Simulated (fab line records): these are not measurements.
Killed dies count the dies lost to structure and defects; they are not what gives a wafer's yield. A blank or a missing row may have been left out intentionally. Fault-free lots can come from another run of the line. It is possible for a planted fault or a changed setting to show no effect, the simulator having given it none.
Shared-tool check / flow gf180mcu / 42 wafers sampled across 12 lots

REASON IT WAS OPENED
GF_CONTACT_THK_MEAS_01, reading CONTACT_CVD_00_THK: flagged on 2 of 12 lots. No-fault wafers: 300.5 nm, standard deviation 2.8.
Rule: a lot gets a flag if all its wafers with a number sit over 4 standard deviations from that mean, or if no wafer of it has a number. As for the other lots, they are considered sound.

lot=L745; measured=day 15 21:20; on=film-metro-04; CONTACT_CVD_00_THK (nm), wafer by wafer=297.2 296.4 301.4; flag=
lot=L750; measured=day 17 18:49; on=film-metro-03; CONTACT_CVD_00_THK (nm), wafer by wafer=298.1 302.6 297.3; flag=
lot=L753; measured=day 18 15:51; on=film-metro-03; CONTACT_CVD_00_THK (nm), wafer by wafer=360.1 361.0 362.7 359.8 361.4 362.8; flag=FLAGGED
lot=L755; measured=day 19 06:02; on=film-metro-03; CONTACT_CVD_00_THK (nm), wafer by wafer=356.1 361.4 363.5 356.0 361.5 363.2; flag=FLAGGED
lot=L756; measured=day 19 23:46; on=film-metro-03; CONTACT_CVD_00_THK (nm), wafer by wafer=300.2 300.0 302.4; flag=
lot=L758; measured=day 20 18:13; on=film-metro-03; CONTACT_CVD_00_THK (nm), wafer by wafer=298.0 302.4 302.9; flag=
lot=L759; measured=day 20 21:02; on=film-metro-02; CONTACT_CVD_00_THK (nm), wafer by wafer=306.5 305.2 301.5; flag=
lot=L761; measured=day 21 09:52; on=film-metro-03; CONTACT_CVD_00_THK (nm), wafer by wafer=298.0 297.1 299.5; flag=
lot=L763; measured=day 21 21:35; on=film-metro-03; CONTACT_CVD_00_THK (nm), wafer by wafer=304.1 296.3 302.8; flag=
lot=L764; measured=day 22 06:51; on=film-metro-03; CONTACT_CVD_00_THK (nm), wafer by wafer=297.0 300.8 304.3; flag=
lot=L765; measured=day 22 18:47; on=film-metro-03; CONTACT_CVD_00_THK (nm), wafer by wafer=301.0 302.5 299.6; flag=
lot=L766; measured=day 23 09:36; on=film-metro-04; CONTACT_CVD_00_THK (nm), wafer by wafer=297.6 299.0 301.1; flag=
The numbers of the flagged lots are 360.8 nm on average: +60.3 nm against the usual, or +22 standard deviations.

TOOL THAT RAN EACH LOT
Before the reading, the record contains 2 process steps out of a 602-step route. Every cell lists first the tool, next ch and the chambers used by the sampled wafers, and last the start.
lot=L745; flag=; GF_SALICIDE_SPUTTER_02=pvd-sputter-02, day 15 20:45; GF_CONTACT_CVD_00=hdpcvd-01 ch 0,1, day 15 21:17
lot=L750; flag=; GF_SALICIDE_SPUTTER_02=pvd-sputter-01, day 17 18:09; GF_CONTACT_CVD_00=hdpcvd-01 ch 1,2, day 17 18:46
lot=L753; flag=FLAGGED; GF_SALICIDE_SPUTTER_02=pvd-sputter-01, day 18 15:16; GF_CONTACT_CVD_00=hdpcvd-02 ch 0,1,2, day 18 15:48
lot=L755; flag=FLAGGED; GF_SALICIDE_SPUTTER_02=pvd-sputter-04, day 19 05:27; GF_CONTACT_CVD_00=hdpcvd-02 ch 0,1,2, day 19 05:58
lot=L756; flag=; GF_SALICIDE_SPUTTER_02=pvd-sputter-02, day 19 23:12; GF_CONTACT_CVD_00=hdpcvd-01 ch 0,1,2, day 19 23:43
lot=L758; flag=; GF_SALICIDE_SPUTTER_02=pvd-sputter-02, day 20 17:37; GF_CONTACT_CVD_00=hdpcvd-01 ch 0,1,2, day 20 18:09
lot=L759; flag=; GF_SALICIDE_SPUTTER_02=pvd-sputter-04, day 20 20:27; GF_CONTACT_CVD_00=hdpcvd-01 ch 0,1,2, day 20 20:59
lot=L761; flag=; GF_SALICIDE_SPUTTER_02=pvd-sputter-01, day 21 09:18; GF_CONTACT_CVD_00=hdpcvd-01 ch 0,2, day 21 09:50
lot=L763; flag=; GF_SALICIDE_SPUTTER_02=pvd-sputter-02, day 21 20:58; GF_CONTACT_CVD_00=hdpcvd-02 ch 0,1, day 21 21:30
lot=L764; flag=; GF_SALICIDE_SPUTTER_02=pvd-sputter-04, day 22 06:17; GF_CONTACT_CVD_00=hdpcvd-02 ch 0,1,2, day 22 06:49
lot=L765; flag=; GF_SALICIDE_SPUTTER_02=pvd-sputter-04, day 22 18:12; GF_CONTACT_CVD_00=hdpcvd-01 ch 1,2, day 22 18:44
lot=L766; flag=; GF_SALICIDE_SPUTTER_02=pvd-sputter-02, day 23 09:01; GF_CONTACT_CVD_00=hdpcvd-02 ch 0,1, day 23 09:33
These steps, and what they do:
- GF_SALICIDE_SPUTTER_02: material Co, target thk 10 nm, time 20 s.
- GF_CONTACT_CVD_00: deposits SiO2, target thk 300 nm, time 50 s.
- GF_CONTACT_THK_MEAS_01

FLAGGED OVER TOTAL, TOOL BY TOOL (the gauges that took the reading come last)
step=GF_SALICIDE_SPUTTER_02; tool=pvd-sputter-01; lots run=3; flagged=1; share of the flagged lots=some; sound lots run after its first flagged lot=1 (L761)
step=GF_SALICIDE_SPUTTER_02; tool=pvd-sputter-02; lots run=5; flagged=0; share of the flagged lots=none; sound lots run after its first flagged lot=-
step=GF_SALICIDE_SPUTTER_02; tool=pvd-sputter-04; lots run=4; flagged=1; share of the flagged lots=some; sound lots run after its first flagged lot=3 (L759,L764,L765)
step=GF_CONTACT_CVD_00; tool=hdpcvd-01; lots run=7; flagged=0; share of the flagged lots=none; sound lots run after its first flagged lot=-
step=GF_CONTACT_CVD_00; tool=hdpcvd-02; lots run=5; flagged=2; share of the flagged lots=all; sound lots run after its first flagged lot=3 (L763,L764,L766)
step=GF_CONTACT_THK_MEAS_01; tool=film-metro-02; lots run=1; flagged=0; share of the flagged lots=none; sound lots run after its first flagged lot=-
step=GF_CONTACT_THK_MEAS_01; tool=film-metro-03; lots run=9; flagged=2; share of the flagged lots=all; sound lots run after its first flagged lot=6 (L756,L758,L761,L763,L764,L765)
step=GF_CONTACT_THK_MEAS_01; tool=film-metro-04; lots run=2; flagged=0; share of the flagged lots=none; sound lots run after its first flagged lot=-

WHAT IS ALLOWED BY THE TABLE
Rows of the table that ran all the flagged lots, 2 in number: hdpcvd-02 at GF_CONTACT_CVD_00; film-metro-03 at GF_CONTACT_THK_MEAS_01.
- hdpcvd-02 at GF_CONTACT_CVD_00 ran 5 lots, 2 of them flagged. Lots that were sound ran on it after the first flagged one (L763, L764, L766); a persistent fault on the entire tool would not allow that. Its own readings lie more than 4 standard deviations out on every wafer of the flagged lots: sih4-flow-sccm.
- film-metro-03 at GF_CONTACT_THK_MEAS_01 ran 9 lots, 2 of them flagged. Lots that were sound ran on it after the first flagged one (L756, L758, L761, L763, L764, L765); a persistent fault on the entire tool would not allow that.
There is no row in the table that ran each flagged lot and no sound lot after the first.

WHAT HAD BEEN PUT IN BY THE SIMULATOR
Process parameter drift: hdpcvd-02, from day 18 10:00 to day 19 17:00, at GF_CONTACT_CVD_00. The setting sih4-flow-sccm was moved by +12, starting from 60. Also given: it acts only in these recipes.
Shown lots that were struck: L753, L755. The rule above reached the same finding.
